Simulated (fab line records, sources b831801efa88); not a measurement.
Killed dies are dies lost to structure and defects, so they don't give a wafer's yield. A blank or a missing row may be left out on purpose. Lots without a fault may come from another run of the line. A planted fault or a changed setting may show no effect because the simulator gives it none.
Which tool did it? | flow gf180mcu | 14 lots, 42 wafers sampled, at 3 steps of a route of 602

WHAT THE GAUGES READ, wafer by wafer
GF_V4_THK_MEAS_01.
lot  | measured     | on            | V4_CVD_00_THK (nm)
L627 | day 24 05:29 | film_metro-04 | 594 589 589
L629 | day 24 17:45 | film_metro-01 | 597 600 603
L628 | day 24 19:55 | film_metro-01 | 604 607 603
L630 | day 25 03:53 | film_metro-04 | 603 605 592
L632 | day 25 15:24 | film_metro-01 | 589 602 588
L633 | day 26 05:31 | film_metro-04 | 609 603 603
L636 | day 26 19:28 | film_metro-01 | 603 611 594
L635 | day 26 22:07 | film_metro-04 | 606 594 604
L637 | day 27 07:13 | film_metro-01 | 601 590 587
L639 | day 28 02:43 | film_metro-04 | 596 600 597
L641 | day 28 15:06 | film_metro-04 | 613 599 609
L646 | day 29 10:53 | film_metro-03 | 595 596 597
L647 | day 29 18:25 | film_metro-01 | 582 596 597
L648 | day 30 03:07 | film_metro-01 | 605 600 609

GF_V4_CD_MEAS_14: target cd 260 nm.
lot  | measured     | on        | cd_nm (nm)
L627 | day 25 03:34 | cd_sem-01 | 258.4 259.2 259.8
L629 | day 25 15:26 | cd_sem-02 | 261.4 259.0 260.4
L628 | day 25 18:20 | cd_sem-02 | 258.3 259.7 259.8
L630 | day 26 01:13 | cd_sem-01 | 261.4 262.0 262.3
L632 | day 26 13:00 | cd_sem-02 | 259.6 258.4 260.8
L633 | day 27 01:22 | cd_sem-01 | 263.5 263.7 261.5
L636 | day 27 15:47 | cd_sem-01 | 260.2 261.3 261.0
L635 | day 27 18:20 | cd_sem-02 | 260.0 259.7 260.4
L637 | day 28 02:48 | cd_sem-01 | 260.2 259.1 258.1
L639 | day 28 22:32 | cd_sem-02 | 259.9 259.6 259.9
L641 | day 29 10:31 | cd_sem-02 | 260.4 260.4 260.1
L646 | day 30 06:39 | cd_sem-01 | 259.5 259.9 260.0
L647 | day 30 13:03 | cd_sem-01 | 261.6 260.5 261.9
L648 | day 30 21:07 | cd_sem-01 | 258.7 258.6 260.5

WHICH TOOL RAN EACH LOT (tool, then ch and the chambers of the sampled wafers, then the start)
lot  | GF_V4_CVD_02
L627 | pecvd-01 ch 1,2, day 24 05:32
L629 | pecvd-03 ch 0,1,2, day 24 17:49
L628 | pecvd-03 ch 0,1,2, day 24 19:59
L630 | pecvd-03 ch 0,1,2, day 25 03:56
L632 | pecvd-01 ch 0,1, day 25 15:28
L633 | pecvd-01 ch 1,2, day 26 05:34
L636 | pecvd-02 ch 0,2, day 26 19:31
L635 | pecvd-02 ch 0,2, day 26 22:10
L637 | pecvd-02 ch 0,1, day 27 07:17
L639 | pecvd-02 ch 0,1,2, day 28 02:47
L641 | pecvd-01 ch 0,1,2, day 28 15:08
L646 | pecvd-02 ch 0,1,2, day 29 10:56
L647 | pecvd-01 ch 0,1,2, day 29 18:29
L648 | pecvd-02 ch 0,1, day 30 03:10
- GF_V4_CVD_02: deposits SiO2 from TEOS, target thk 850 nm, time 94.851 s.

WHAT THE TOOLS THEMSELVES READ (means of the sampled wafers that have a number; where no wafer has one, the mark that the record gives instead)
GF_V4_CVD_02.
lot  | tool     | heater_power_outer_w (W) | heater_power_w (W)
L627 | pecvd-01 | 414                      | 655
L629 | pecvd-03 | 343                      | 593
L628 | pecvd-03 | 343                      | 583
L630 | pecvd-03 | 310                      | 546
L632 | pecvd-01 | 438                      | 689
L633 | pecvd-01 | 402                      | 642
L636 | pecvd-02 | 330                      | 590
L635 | pecvd-02 | 371                      | 643
L637 | pecvd-02 | 344                      | 621
L639 | pecvd-02 | 371                      | 642
L641 | pecvd-01 | 481                      | 745
L646 | pecvd-02 | 371                      | 651
L647 | pecvd-01 | 479                      | 746
L648 | pecvd-02 | 330                      | 578

THE ANSWER, worked out from the rows above alone
Rule: what is usual is taken from the lots themselves. Put in order of their means at a reading, lots are off if they are a third of the lots or fewer, leave a main group of 4 or more, and stand apart from it by a gap of 3 or more times the standard deviation of the main group's means; of several such gaps the widest counts. A main group whose means are all the same, to the digits that the tables above print for the reading, isn't used. A lot without any number at a reading at which 4 lots or more have one is off too. The other lots that the step has rows for count as sound. The gauges are gone through in route order, then the tools' own readings, and for those a lot's mean is taken as printed above. The first step at which some lot is off is used, and at that step the reading that is off furthest; a lot without a number counts as furthest.
No lot is off at any reading shown: from this, nothing can be told.

WHAT THE SIMULATOR HAD PUT IN
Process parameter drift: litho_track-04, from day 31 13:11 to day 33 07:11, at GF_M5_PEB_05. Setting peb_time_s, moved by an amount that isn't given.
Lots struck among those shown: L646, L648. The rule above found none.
